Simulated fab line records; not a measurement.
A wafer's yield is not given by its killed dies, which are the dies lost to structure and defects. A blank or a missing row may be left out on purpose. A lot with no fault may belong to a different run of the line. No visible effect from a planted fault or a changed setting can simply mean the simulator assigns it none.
Matching of chambers / flow gf180mcu / GF_M5_ETCH_09 on rie_diel-03 has 4 sister chambers
The step etches Si3N4 in CF4/O2, target depth 52 nm, time 11.6 s. 4 wafers are shown with their chamber, then 7 later ones without.

## EACH WAFER AND ITS CHAMBER
wafer=L083.6; chamber=0; drypump_motor_current_A (A)=4.7
wafer=L091.6; chamber=3; drypump_motor_current_A (A)=5.0
wafer=L093.1; chamber=1; drypump_motor_current_A (A)=6.2
wafer=L093.2; chamber=2; drypump_motor_current_A (A)=5.3

## WAFERS WITH NO CHAMBER GIVEN
wafer=L093.3; drypump_motor_current_A (A)=4.8
wafer=L094.1; drypump_motor_current_A (A)=6.2
wafer=L094.4; drypump_motor_current_A (A)=6.2
wafer=L094.5; drypump_motor_current_A (A)=4.8
wafer=L096.2; drypump_motor_current_A (A)=4.8
wafer=L096.4; drypump_motor_current_A (A)=5.3
wafer=L096.6; drypump_motor_current_A (A)=5.3

## EACH ONE'S CHAMBER
wafer=L093.3; from the rows above=can't be placed: 0 or 3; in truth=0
wafer=L094.1; from the rows above=1; in truth=1
wafer=L094.4; from the rows above=1; in truth=1
wafer=L094.5; from the rows above=can't be placed: 0 or 3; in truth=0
wafer=L096.2; from the rows above=can't be placed: 0 or 3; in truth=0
wafer=L096.4; from the rows above=2; in truth=2
wafer=L096.6; from the rows above=2; in truth=2
4 of 7 placed correctly. Cannot be placed on the basis of these rows: 3; the candidates contain the true chamber in 3. Placed wrongly: 0.
How it was worked out, from the rows above alone: a wafer's distance from a chamber is the root of the sum, over the readings, of the square of ((its reading less the chamber's mean) divided by the reading's scatter). If the next closest chamber is less than 2 further off than the closest, the wafer can't be placed; otherwise it belongs to the closest. Each chamber's mean is taken over the wafers shown for it. The scatter: root of mean squared gap, hidden wafer to nearest shown wafer, with one shown wafer a chamber.
